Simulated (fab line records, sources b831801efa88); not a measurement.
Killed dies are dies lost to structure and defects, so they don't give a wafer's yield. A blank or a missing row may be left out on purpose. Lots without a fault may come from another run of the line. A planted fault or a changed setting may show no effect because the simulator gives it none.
Which tool did it? | flow sky130 | 13 lots, 39 wafers sampled, at 2 steps of a route of 708

WHAT THE GAUGES READ, wafer by wafer
The record holds no reading of a measuring or inspecting step that can be judged against a usual standard deviation.

WHICH TOOL RAN EACH LOT (tool, then ch and the chambers of the sampled wafers, then the start)
lot  | SKY_VIA2_ETCH_14                   | SKY_VIA2_STRIP_16
L913 | rie_diel-02 ch 0,3, day 35 19:50   | plasma_asher-02 ch 0,1, day 35 19:56
L914 | rie_diel-03 ch 1,2,3, day 36 09:20 | plasma_asher-02 ch 0,1, day 36 09:26
L916 | rie_diel-03 ch 2,3, day 38 10:13   | plasma_asher-02 ch 0,1, day 38 10:19
L915 | rie_diel-02 ch 0,2, day 38 10:56   | plasma_asher-02 ch 0,1, day 38 11:04
L917 | rie_diel-03 ch 0,2, day 38 11:22   | plasma_asher-03 ch 0,1, day 38 11:28
L919 | rie_diel-04 ch 2,3, day 38 12:58   | plasma_asher-02 ch 0,1, day 38 13:04
L920 | rie_diel-04 ch 0,1, day 38 14:14   | plasma_asher-01 ch 0,1, day 38 14:20
L922 | rie_diel-02 ch 0,3, day 39 01:29   | plasma_asher-03 ch 0,1, day 39 01:35
L921 | rie_diel-04 ch 0,2, day 39 04:55   | plasma_asher-02 ch 0,1, day 39 05:03
L923 | rie_diel-03 ch 2,3, day 39 06:02   | plasma_asher-01 ch 0,1, day 39 06:11
L924 | rie_diel-02 ch 0,1,2, day 39 14:35 | plasma_asher-03 ch 0,1, day 39 14:41
L925 | rie_diel-03 ch 0,2,3, day 39 21:29 | plasma_asher-02 ch 0,1, day 39 21:38
L927 | rie_diel-03 ch 0,2,3, day 40 11:47 | plasma_asher-02 ch 0,1, day 40 11:53
- SKY_VIA2_ETCH_14: etches BARC in N2/H2, stops on SiO2, time 45.9 s, target depth 60 nm.
- SKY_VIA2_STRIP_16: strips in O2/N2.

WHAT THE TOOLS THEMSELVES READ (means of the sampled wafers that have a number; where no wafer has one, the mark that the record gives instead)
SKY_VIA2_ETCH_14.
lot  | tool        | drypump_motor_current_A (A) | oes_product_au (a.u.) | run_length_s (s) | throttle_valve_pct (%)
L913 | rie_diel-02 | 5.5                         | 0.856                 | 74.0             | 13.220
L914 | rie_diel-03 | 5.7                         | 0.856                 | 73.9             | 13.223
L916 | rie_diel-03 | 5.9                         | 0.852                 | 73.7             | 13.212
L915 | rie_diel-02 | 5.6                         | 0.860                 | 74.2             | 13.220
L917 | rie_diel-03 | 6.4                         | 0.854                 | 74.0             | 13.222
L919 | rie_diel-04 | 6.0                         | 0.855                 | 74.8             | 13.222
L920 | rie_diel-04 | 5.8                         | 0.857                 | 74.0             | 13.215
L922 | rie_diel-02 | 5.4                         | 0.853                 | 74.4             | 13.235
L921 | rie_diel-04 | 5.9                         | 0.853                 | 75.0             | 13.224
L923 | rie_diel-03 | 5.9                         | 0.853                 | 73.7             | 13.226
L924 | rie_diel-02 | 5.6                         | 0.855                 | 74.2             | 13.218
L925 | rie_diel-03 | 6.1                         | 0.860                 | 73.8             | 13.225
L927 | rie_diel-03 | 6.1                         | 0.899                 | 71.5             | 13.224

SKY_VIA2_STRIP_16.
lot  | tool            | drypump_motor_current_A (A) | o2_flow_sccm (sccm) | oes_product_au (a.u.) | strip_time_to_endpoint_s (s)
L913 | plasma_asher-02 | 5.6                         | 3009                | 0.397                 | 4.058
L914 | plasma_asher-02 | 5.6                         | 2997                | 0.400                 | 4.069
L916 | plasma_asher-02 | 5.5                         | 3005                | 0.401                 | 4.096
L915 | plasma_asher-02 | 5.6                         | 3003                | 0.399                 | 4.036
L917 | plasma_asher-03 | 5.7                         | 3004                | 0.401                 | 4.079
L919 | plasma_asher-02 | 5.6                         | 3009                | 0.398                 | 4.039
L920 | plasma_asher-01 | 5.9                         | 2998                | 0.401                 | 4.051
L922 | plasma_asher-03 | 5.7                         | 2992                | 0.402                 | 4.054
L921 | plasma_asher-02 | 5.5                         | 2982                | 0.398                 | 4.043
L923 | plasma_asher-01 | 5.8                         | 2994                | 0.397                 | 4.056
L924 | plasma_asher-03 | 5.6                         | 3002                | 0.401                 | 4.071
L925 | plasma_asher-02 | 5.3                         | 2999                | 0.399                 | 4.068
L927 | plasma_asher-02 | 5.6                         | 3005                | 0.394                 | 4.101

THE ANSWER, worked out from the rows above alone
Rule: what is usual is taken from the lots themselves. Put in order of their means at a reading, lots are off if they are a third of the lots or fewer, leave a main group of 4 or more, and stand apart from it by a gap of 3 or more times the standard deviation of the main group's means; of several such gaps the widest counts. A main group whose means are all the same, to the digits that the tables above print for the reading, isn't used. A lot without any number at a reading at which 4 lots or more have one is off too. The other lots that the step has rows for count as sound. The gauges are gone through in route order, then the tools' own readings, and for those a lot's mean is taken as printed above. The first step at which some lot is off is used, and at that step the reading that is off furthest; a lot without a number counts as furthest.
Off: L927, at SKY_VIA2_ETCH_14 (oes_product_au). The main group: mean 0.855 a.u., standard deviation 0.0025.
A tool fits if, at that step or a process step before it, it ran every lot that is off, and no sound lot after the first of them. One fits: rie_diel-03 at SKY_VIA2_ETCH_14. Its last sound lot is L925 (day 39 21:29), its first lot that is off L927 (day 40 11:47): a fault that began between those two fits.
The tool's own readings at SKY_VIA2_ETCH_14 bear it out: on the lots that are off they differ by more than 5 times the standard deviation of the sound lots' means. oes_product_au reads 0.899 a.u. there against 0.855 a.u. on the sound lots; run_length_s reads 71.5 s there against 74.1 s on the sound lots.

WHAT THE SIMULATOR HAD PUT IN
Process parameter drift: rie_diel-03, from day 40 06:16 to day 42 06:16, at SKY_VIA2_ETCH_14. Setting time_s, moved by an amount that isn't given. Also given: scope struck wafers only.
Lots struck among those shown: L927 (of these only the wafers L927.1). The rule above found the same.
